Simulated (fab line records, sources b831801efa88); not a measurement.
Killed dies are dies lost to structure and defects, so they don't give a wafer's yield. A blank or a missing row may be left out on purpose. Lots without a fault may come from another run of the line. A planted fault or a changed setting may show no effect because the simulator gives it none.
Split-lot experiment | flow sfq_line | 5 lots, 23 wafers read, on a route of 325 steps

THE SPLIT
At SFQ_TRILAYER_M4_DEP_SPUTTER_091 (material Nb, target thk 200 nm, time 133.3 s), the setting time_s was moved away from the recipe's 133.3 s on 8 of the 23 wafers read, by -8.5% to +7.7%. The other wafers ran this setting at the recipe's value.

The file shows no step between the split and the reading.

THE READING
M4_NB_RS, in ohm/sq, at SFQ_M4_RS_MEAS_924 (measures by four-point-probe). Fault-free wafers of this fab line usually give 0.893 ohm/sq, standard deviation 0.0097 ohm/sq.

wafer  | tool, chamber at the split | time_s as run, s | against the recipe | M4_NB_RS, ohm/sq | against lot-mates on the recipe
L075.3 | pvd_sputter-04, -          | 133.3            | recipe             | 0.894            | -
L075.4 | pvd_sputter-04, -          | 133.3            | recipe             | 0.904            | -
L075.5 | pvd_sputter-04, -          | 133.3            | recipe             | 0.904            | -
L079.1 | pvd_sputter-06, -          | 127.7            | -4.2%              | 0.941            | +0.038
L079.2 | pvd_sputter-06, -          | 133.3            | recipe             | 0.912            | -
L079.4 | pvd_sputter-06, -          | 133.3            | recipe             | 0.897            | -
L079.5 | pvd_sputter-06, -          | 127.7            | -4.2%              | 0.939            | +0.036
L079.6 | pvd_sputter-06, -          | 133.3            | recipe             | 0.901            | -
L080.1 | pvd_sputter-04, -          | 143.6            | +7.7%              | 0.814            | -0.080
L080.2 | pvd_sputter-04, -          | 133.3            | recipe             | 0.906            | -
L080.3 | pvd_sputter-04, -          | 143.6            | +7.7%              | 0.825            | -0.069
L080.4 | pvd_sputter-04, -          | 133.3            | recipe             | 0.891            | -
L080.5 | pvd_sputter-04, -          | 133.3            | recipe             | 0.886            | -
L081.1 | pvd_sputter-05, -          | 126.2            | -5.3%              | 0.957            | +0.052
L081.2 | pvd_sputter-05, -          | 133.3            | recipe             | 0.898            | -
L081.3 | pvd_sputter-05, -          | 133.3            | recipe             | 0.904            | -
L081.5 | pvd_sputter-05, -          | 133.3            | recipe             | 0.913            | -
L081.6 | pvd_sputter-05, -          | 126.2            | -5.3%              | 0.968            | +0.063
L083.2 | pvd_sputter-04, -          | 122              | -8.5%              | 0.979            | +0.093
L083.3 | pvd_sputter-04, -          | 133.3            | recipe             | 0.890            | -
L083.4 | pvd_sputter-04, -          | 133.3            | recipe             | 0.874            | -
L083.5 | pvd_sputter-04, -          | 122              | -8.5%              | 0.971            | +0.085
L083.6 | pvd_sputter-04, -          | 133.3            | recipe             | 0.895            | -

THE FIT
A straight line over all 23 wafers: M4_NB_RS changes by -0.01 ohm/sq for each +1% of time_s; r = -0.97; the points scatter about the line by 0.0097 ohm/sq.
The same after taking each lot's own level away (the mean of its wafers on the recipe; 23 wafers): -0.0101 ohm/sq for each +1%; r = -0.99; scatter 0.007 ohm/sq.
On that fit, the largest move of time_s shifts the reading by 0.085 ohm/sq.
The lots' own levels span 0.8863 to 0.9050 ohm/sq, that is 1.9 times the standard deviation above.
So the lot-to-lot level changes the slope little: the two slopes agree.
Check: with one of the wafers moved furthest among these (-8.5%) left out of the fit, the line predicts +0.0837 ohm/sq for it against its lot-mates. It came out at +0.0927 ohm/sq against them.

OTHER SPLITS ON THESE WAFERS
These wafers also went through other splits before the reading. Each is held against what the fit with the lots' levels taken away leaves over:
other split on the same wafers                      | wafers away from the commonest value | r with M4_NB_RS (lot level and that fit taken away)
SFQ_TRILAYER_I2_CMP_CMP_064 down_force_psi          | 12                                   | +0.07
SFQ_TRILAYER_I2_VIA_BARC_OPEN_VIA_ETCH_096 source_w | 10                                   | +0.03
SFQ_TRILAYER_M3_LITHO_PEB_078 peb_time_s            | 11                                   | +0.00
SFQ_TRILAYER_M3_BARC_OPEN_METAL_ETCH_100 time_s     | 7                                    | -0.19
SFQ_TRILAYER_I3_CMP_CMP_082 leave_above_ref_nm      | 6                                    | +0.08
SFQ_TRILAYER_I3_VIA_BARC_OPEN_VIA_ETCH_121 source_w | 8                                    | -0.36

THE WHOLE CHAIN: every reading that the file lists as answering this split, in the file's order
step                            | what it does                                 | reading                                                                                   | change (the file's fit)              | r (the file's)
SFQ_TRILAYER_M4_DEP_SPUTTER_091 | material Nb, target thk 200 nm, time 133.3 s | Nb_of_TRILAYER_M4_DEP_SPUTTER_091.thk_nm (the simulator's own value, which no gauge read) | +2.16 nm for each +1% of the setting | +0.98
SFQ_M4_RS_MEAS_924              | measures by four-point-probe                 | M4_NB_RS                                                                                  | -0.0101 for each +1% of the setting  | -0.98

THE FILE'S OWN FIT
M4_NB_RS changes by -0.0101 ohm/sq for each +1% of time_s, r = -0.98.
